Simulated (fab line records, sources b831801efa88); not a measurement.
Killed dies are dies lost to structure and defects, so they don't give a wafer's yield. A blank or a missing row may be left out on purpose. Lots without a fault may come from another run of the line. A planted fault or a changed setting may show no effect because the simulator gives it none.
Split-lot experiment | flow sfq_line | 5 lots, 23 wafers read, on a route of 325 steps

THE SPLIT
At SFQ_TRILAYER_I2_DEP_PECVD_063 (deposits SiO2 from SiH4/N2O, time 111.11 s, target thk 500 nm), the setting time_s was moved away from the recipe's 111.11 s on 5 of the 23 wafers read, by -7.7% to +12.4%. The other wafers ran this setting at the recipe's value.

The reading is taken at the split's own step.

THE READING
SiO2_of_TRILAYER_I2_DEP_PECVD_063.thk_nm (the simulator's own value, which no gauge read), in nm, at SFQ_TRILAYER_I2_DEP_PECVD_063 (deposits SiO2 from SiH4/N2O, time 111.11 s, target thk 500 nm). The file gives no usual value for it. The 18 wafers here that ran the recipe average 502.3 nm, standard deviation 5.6 nm.

wafer  | tool, chamber at the split | time_s as run, s | against the recipe | SiO2_of_TRILAYER_I2_DEP_PECVD_063.thk_nm, nm | against lot-mates on the recipe
L074.1 | pecvd-03, 1                | 111.11           | recipe             | 502.4                                        | -
L074.2 | pecvd-03, 2                | 111.11           | recipe             | 494.2                                        | -
L074.4 | pecvd-03, 2                | 111.11           | recipe             | 504.9                                        | -
L074.5 | pecvd-03, 1                | 124.9            | +12.4%             | 567.3                                        | +66.8
L074.6 | pecvd-03, 0                | 124.9            | +12.4%             | 566.1                                        | +65.6
L077.4 | pecvd-04, 0                | 111.11           | recipe             | 502.7                                        | -
L077.5 | pecvd-04, 2                | 111.11           | recipe             | 510                                          | -
L077.6 | pecvd-04, 1                | 111.11           | recipe             | 509.1                                        | -
L078.1 | pecvd-02, 2                | 111.11           | recipe             | 494.8                                        | -
L078.2 | pecvd-02, 0                | 111.11           | recipe             | 495.5                                        | -
L078.4 | pecvd-02, 2                | 111.11           | recipe             | 502.8                                        | -
L078.5 | pecvd-02, 1                | 111.11           | recipe             | 507.3                                        | -
L078.6 | pecvd-02, 0                | 111.11           | recipe             | 501.7                                        | -
L080.1 | pecvd-03, 1                | 111.11           | recipe             | 496.9                                        | -
L080.3 | pecvd-03, 2                | 111.11           | recipe             | 493                                          | -
L080.4 | pecvd-03, 1                | 111.11           | recipe             | 498.8                                        | -
L080.5 | pecvd-03, 0                | 111.11           | recipe             | 506.9                                        | -
L080.6 | pecvd-03, 2                | 111.11           | recipe             | 500.9                                        | -
L084.1 | pecvd-02, 1                | 102.5            | -7.7%              | 462.4                                        | -47.3
L084.2 | pecvd-02, 2                | 102.5            | -7.7%              | 463.7                                        | -46.0
L084.3 | pecvd-02, 1,2              | 111.11           | recipe             | 509.7                                        | -
L084.6 | pecvd-02, 1,2              | 111.11           | recipe             | 509.7                                        | -
L084.5 | pecvd-02, 1                | 102.5            | -7.7%              | 467.7                                        | -42.0
Where a row lists several chambers, the file gives one row for several wafers and doesn't say which wafer went through which chamber.

THE FIT
A straight line over all 23 wafers: SiO2_of_TRILAYER_I2_DEP_PECVD_063.thk_nm changes by +5.07 nm for each +1% of time_s; r = +0.98; the points scatter about the line by 5.3 nm.
The same after taking each lot's own level away (the mean of its wafers on the recipe; 23 wafers): +5.51 nm for each +1%; r = +0.99; scatter 4.1 nm.
On that fit, the largest move of time_s shifts the reading by 68 nm.
The lots' own levels span 499.30 to 509.70 nm, that is 1.9 times the standard deviation above.
So the lot-to-lot level changes the slope little: the two slopes agree.
Check: with one of the wafers moved furthest among these (+12.4%) left out of the fit, the line predicts +68.6 nm for it against its lot-mates. It came out at +66.8 nm against them.

OTHER SPLITS ON THESE WAFERS
These wafers also went through other splits before the reading. Each is held against what the fit with the lots' levels taken away leaves over:
other split on the same wafers           | wafers away from the commonest value | r with SiO2_of_TRILAYER_I2_DEP_PECVD_063.thk_nm (lot level and that fit taken away)
SFQ_TRILAYER_M2_LITHO_PEB_060 peb_time_s | 10                                   | -0.05

THE WHOLE CHAIN: every reading that the file lists as answering this split, in the file's order
step                          | what it does                                                  | reading                                                                                   | change (the file's fit)              | r (the file's)
SFQ_TRILAYER_I2_DEP_PECVD_063 | deposits SiO2 from SiH4/N2O, time 111.11 s, target thk 500 nm | SiO2_of_TRILAYER_I2_DEP_PECVD_063.thk_nm (the simulator's own value, which no gauge read) | +5.47 nm for each +1% of the setting | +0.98
SFQ_TRILAYER_I2_CMP_CMP_064   | polishes SiO2                                                 | time_to_endpoint_s                                                                        | withheld for each +1% of the setting | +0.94

THE FILE'S OWN FIT
SiO2_of_TRILAYER_I2_DEP_PECVD_063.thk_nm changes by +5.47 nm for each +1% of time_s, r = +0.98.
